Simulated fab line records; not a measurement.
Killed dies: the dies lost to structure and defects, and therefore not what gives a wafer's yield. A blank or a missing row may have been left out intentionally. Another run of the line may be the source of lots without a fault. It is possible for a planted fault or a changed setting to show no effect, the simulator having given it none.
2 desks looking at one fault | flow gf180mcu | what lay behind the numbers comes last; until then each desk has only its own

THE TOOL OWNER'S DESK: pvd-sputter-02
At GF_V4_SPUTTER_22 (material TiN, target thk 10 nm, time 40 s) the tool's own readings: per lot run on this tool, the mean of the sampled wafers that have a number. Any lot whose mean is over 4 standard deviations away from the usual mean is out of limits and marked OUT; that distance is given in the brackets.
Columns: A = cathode-dc-power-W at GF_V4_SPUTTER_22, usual 4000.0 W; B = chamber-pressure-pa at GF_V4_SPUTTER_22, usual 4.999 Pa; C = throttle-valve-pct at GF_V4_SPUTTER_22, usual 30.2 %
lot  | first seen here | A      | B     | C
L799 | day 25 05:18    | 4000.0 | 4.998 | 29.5
L800 | day 25 13:09    | 4000.2 | 5.004 | 29.9
L802 | day 26 07:03    | 3999.4 | 5.002 | 28.7
L809 | day 28 18:10    | 3999.6 | 4.998 | 29.3
This desk found nothing out of limits on any of the 4 lots.

FROM THE METROLOGY DESK
What the gauges read, lot by lot, whatever tool the lot ran on: means of the sampled wafers that have a number. Any lot whose mean is over 4 standard deviations away from the usual mean is out of limits and marked OUT; that distance is given in the brackets.
Columns: A = M4_OVL at GF_M4_OVL_MEAS_15, usual -1 nm; B = V4_CVD_02_THK at GF_V4_THK_MEAS_03, usual 848 nm
lot  | first seen here | A  | B
L798 | day 24 00:19    | -9 | 841
L799 | day 24 04:44    | -7 | 841
L800 | day 24 13:37    | 5  | 854
L802 | day 25 07:58    | 0  | 847
L803 | day 25 22:58    | -3 | 842
L805 | day 26 06:37    | -1 | 822
L804 | day 26 06:58    | 5  | 844
L806 | day 26 12:49    | -0 | 848
L809 | day 27 20:52    | -6 | 849
L811 | day 28 05:01    | 1  | 850
L815 | day 29 15:37    | 1  | 856
L816 | day 29 19:22    | -2 | 851
L820 | day 30 14:07    | -2 | 851
L821 | day 30 15:36    | -3 | 839
This desk found nothing out of limits on any of the 14 lots.

BROUGHT TOGETHER
Nothing out of limits was seen by the tool owner's desk.
Metrology desk: nothing out of limits seen.

WHAT THE SIMULATOR HAD PUT IN
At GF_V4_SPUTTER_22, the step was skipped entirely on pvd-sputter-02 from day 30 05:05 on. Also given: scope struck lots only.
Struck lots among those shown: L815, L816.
